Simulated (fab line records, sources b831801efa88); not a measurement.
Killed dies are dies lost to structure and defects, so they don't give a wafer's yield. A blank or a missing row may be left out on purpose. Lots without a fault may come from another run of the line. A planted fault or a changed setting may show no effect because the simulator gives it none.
Which tool did it? | flow sky130 | 13 lots, 38 wafers sampled, at 4 steps of a route of 708

WHAT THE GAUGES READ, wafer by wafer
SKY_LI_CONTACT_THK_MEAS_23: measures by xrf.
lot  | measured     | on            | LI_CONTACT_W_THK (nm)
L216 | day 28 22:30 | film_metro-04 | 395 398 396
L217 | day 29 02:35 | film_metro-03 | 387 388 388
L218 | day 29 13:31 | film_metro-04 | 402 404 403
L219 | day 30 06:43 | film_metro-03 | 398 399 396
L220 | day 30 11:37 | film_metro-04 | 392 391 395
L221 | day 30 17:16 | film_metro-02 | 406 403 395
L222 | day 31 03:50 | film_metro-02 | 392 399 390
L223 | day 31 13:36 | film_metro-02 | 389 391
L232 | day 34 07:25 | film_metro-03 | 397 392 398
L233 | day 34 18:05 | film_metro-02 | 394 397 407
L234 | day 35 09:20 | film_metro-04 | 397 404 407
L237 | day 36 03:22 | film_metro-02 | 403 401 396
L238 | day 36 11:56 | film_metro-04 | 402 399 394

SKY_LOCAL_INTERCONNECT_OVL_MEAS_12.
lot  | measured     | on         | LOCAL_INTERCONNECT_OVL (nm)
L216 | day 30 02:28 | overlay-02 | 0 -2 -2
L217 | day 30 07:07 | overlay-02 | 6 11 -2
L218 | day 30 17:59 | overlay-01 | 2 8 -3
L219 | day 31 11:20 | overlay-02 | 0 -7 -7
L220 | day 31 15:44 | overlay-02 | -2 -1 -5
L221 | day 31 21:14 | overlay-01 | 6 2 -2
L222 | day 32 08:17 | overlay-01 | 1 -4 -5
L223 | day 32 17:28 | overlay-02 | 8 10
L232 | day 35 10:29 | overlay-02 | -8 3 1
L233 | day 35 20:57 | overlay-02 | 7 3 4
L234 | day 36 11:58 | overlay-02 | 13 10 16
L237 | day 37 04:44 | overlay-02 | 6 8 2
L238 | day 37 13:59 | overlay-02 | -2 1 -6

SKY_CONTACT_CD_MEAS_14: target cd 170 nm.
lot  | measured     | on        | cd_nm (nm)
L216 | day 31 08:01 | cd_sem-02 | 169.0 169.5 167.9
L217 | day 31 11:31 | cd_sem-02 | 169.6 170.1 169.8
L218 | day 31 22:55 | cd_sem-01 | 170.2 169.2 170.0
L219 | day 32 15:16 | cd_sem-01 | 171.2 172.8 172.1
L220 | day 32 19:42 | cd_sem-02 | 169.7 168.0 170.9
L221 | day 33 01:32 | cd_sem-02 | 171.3 173.2 172.8
L222 | day 33 12:23 | cd_sem-02 | 169.7 169.2 126.5
L223 | day 33 21:17 | cd_sem-01 | 168.3 128.0
L232 | day 36 14:47 | cd_sem-01 | 169.3 170.7 170.2
L233 | day 37 00:27 | cd_sem-01 | 168.3 167.9 168.4
L234 | day 37 15:31 | cd_sem-02 | 168.3 167.0 167.2
L237 | day 38 07:28 | cd_sem-02 | 168.0 168.8 168.1
L238 | day 38 17:19 | cd_sem-02 | 167.1 169.0 169.0

WHICH TOOL RAN EACH LOT (tool, then ch and the chambers of the sampled wafers, then the start)
lot  | SKY_CONTACT_EXPOSE_11
L216 | krf_scanner-02 ch 0, day 30 18:19
L217 | krf_scanner-02 ch 0, day 30 21:41
L218 | krf_scanner-02 ch 0, day 31 09:21
L219 | krf_scanner-01 ch 0, day 32 01:51
L220 | krf_scanner-02 ch 0, day 32 06:46
L221 | krf_scanner-02 ch 0, day 32 12:33
L222 | krf_scanner-02 ch 0, day 32 23:41
L223 | krf_scanner-02 ch 0, day 33 08:20
L232 | krf_scanner-01 ch 0, day 36 01:31
L233 | krf_scanner-01 ch 0, day 36 11:46
L234 | krf_scanner-01 ch 0, day 37 02:20
L237 | krf_scanner-02 ch 0, day 37 19:15
L238 | krf_scanner-01 ch 0, day 38 04:38
- SKY_CONTACT_EXPOSE_11: exposes mask CTM1, target cd 170 nm.

WHAT THE TOOLS THEMSELVES READ (means of the sampled wafers that have a number; where no wafer has one, the mark that the record gives instead)
SKY_CONTACT_EXPOSE_11.
lot  | tool           | focus_offset_nm (nm)
L216 | krf_scanner-02 | -0.1
L217 | krf_scanner-02 | 0.2
L218 | krf_scanner-02 | 0.1
L219 | krf_scanner-01 | 0.5
L220 | krf_scanner-02 | 0.2
L221 | krf_scanner-02 | -0.2
L222 | krf_scanner-02 | 0.3
L223 | krf_scanner-02 | 0.7
L232 | krf_scanner-01 | -0.0
L233 | krf_scanner-01 | -0.1
L234 | krf_scanner-01 | 0.2
L237 | krf_scanner-02 | -0.4
L238 | krf_scanner-01 | 0.1

THE ANSWER, worked out from the rows above alone
Rule: what is usual is taken from the lots themselves. Put in order of their means at a reading, lots are off if they are a third of the lots or fewer, leave a main group of 4 or more, and stand apart from it by a gap of 3 or more times the standard deviation of the main group's means; of several such gaps the widest counts. A main group whose means are all the same, to the digits that the tables above print for the reading, isn't used. A lot without any number at a reading at which 4 lots or more have one is off too. The other lots that the step has rows for count as sound. The gauges are gone through in route order, then the tools' own readings, and for those a lot's mean is taken as printed above. The first step at which some lot is off is used, and at that step the reading that is off furthest; a lot without a number counts as furthest.
Off: L222, L223, at SKY_CONTACT_CD_MEAS_14 (cd_nm). The main group: mean 169.5 nm, standard deviation 1.5.
A tool fits if, at a process step before that reading, it ran every lot that is off, and no sound lot after the first of them. The gauges at SKY_CONTACT_CD_MEAS_14 are tried like those tools. None of those tried fits.

WHAT THE SIMULATOR HAD PUT IN
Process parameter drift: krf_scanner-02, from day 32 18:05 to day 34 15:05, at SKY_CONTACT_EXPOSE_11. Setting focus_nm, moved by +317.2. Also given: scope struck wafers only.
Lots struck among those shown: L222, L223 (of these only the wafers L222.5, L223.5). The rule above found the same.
